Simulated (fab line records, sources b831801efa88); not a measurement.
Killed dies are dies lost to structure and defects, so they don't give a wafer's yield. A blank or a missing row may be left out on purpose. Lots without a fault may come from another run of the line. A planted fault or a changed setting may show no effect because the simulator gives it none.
A struck lot beside a sound one | flow sky130 | 14 steps out of a route of 708
Sound: wafers L777.4, L777.5, L777.6. Struck: wafers L789.1, L789.3, L789.4. The cause comes at the end.
At each step with rows: each side's tool, then ch and its chambers, then its first start. Under that, the readings that differ: sound wafers | struck wafers | difference of the means | sigmas: that difference in standard deviations of wafers without a fault.
alike: readings whose means differ by less than 2 such deviations, and words and numbers that are the same on both sides. not compared: withheld readings, readings that some wafer has no value for, bounds like >300 that may hide the same value, and numbers for which the record gives no deviation and whose values overlap.
The two part at a step that has a row with sigmas, a row that says differs or no value, or rows on one side only. Numbers that don't overlap but have no deviation are shown without sigmas and don't part them. A reading that every wafer of one side lacks parts them only if that side has two wafers or more.

first, 5 steps without rows for these wafers: SKY_RES_XHIGH_SOFTBAKE_03 (time 60 s); SKY_RES_XHIGH_EXPOSE_04 (exposes mask URPM, target cd 1270 nm); SKY_RES_XHIGH_PEB_05; SKY_RES_XHIGH_DEVELOP_06 (develop time 60 s); SKY_RES_XHIGH_IMPLANT_07.
SKY_RES_XHIGH_STRIP_08: strips in O2/N2.
  sound on plasma_asher-01 ch 0,1, day 26 17:54; struck on plasma_asher-01 ch 0,1, day 31 05:52
  alike: drypump_motor_current_A, o2_flow_sccm, oes_product_au, strip_time_to_endpoint_s
  not compared: rf_hours_counter_h
SKY_RES_XHIGH_TW_MEAS_09:
  sound on film_metro-04, day 26 18:00; struck on film_metro-01, day 31 05:58
  alike: RES_XHIGH_TW
then, 5 steps without rows for these wafers: SKY_SD_N_DEHYDRATE_00 (time 60 s); SKY_SD_N_HMDS_01 (prime time 60 s); SKY_SD_N_COAT_02 (resist thk 1140 nm); SKY_SD_N_SOFTBAKE_03 (time 60 s); SKY_SD_N_EXPOSE_04 (exposes mask NSDM, target cd 380 nm).
SKY_SD_N_PEB_05:
  sound on litho_track-02 ch 0, day 27 23:17; struck on litho_track-02, day 32 08:31
  reading         | sound          | struck | difference                    | sigmas
  exhaust_pa (Pa) | 44.3 44.6 44.8 | - - -  | no value on the struck wafers |
  not compared: chill_plate_temp_C
then, 1 step without rows for these wafers: SKY_SD_N_DEVELOP_06 (develop time 60 s).

WHERE THEY PART
Only at SKY_SD_N_PEB_05, within this record.

WHY: what the simulator had put in
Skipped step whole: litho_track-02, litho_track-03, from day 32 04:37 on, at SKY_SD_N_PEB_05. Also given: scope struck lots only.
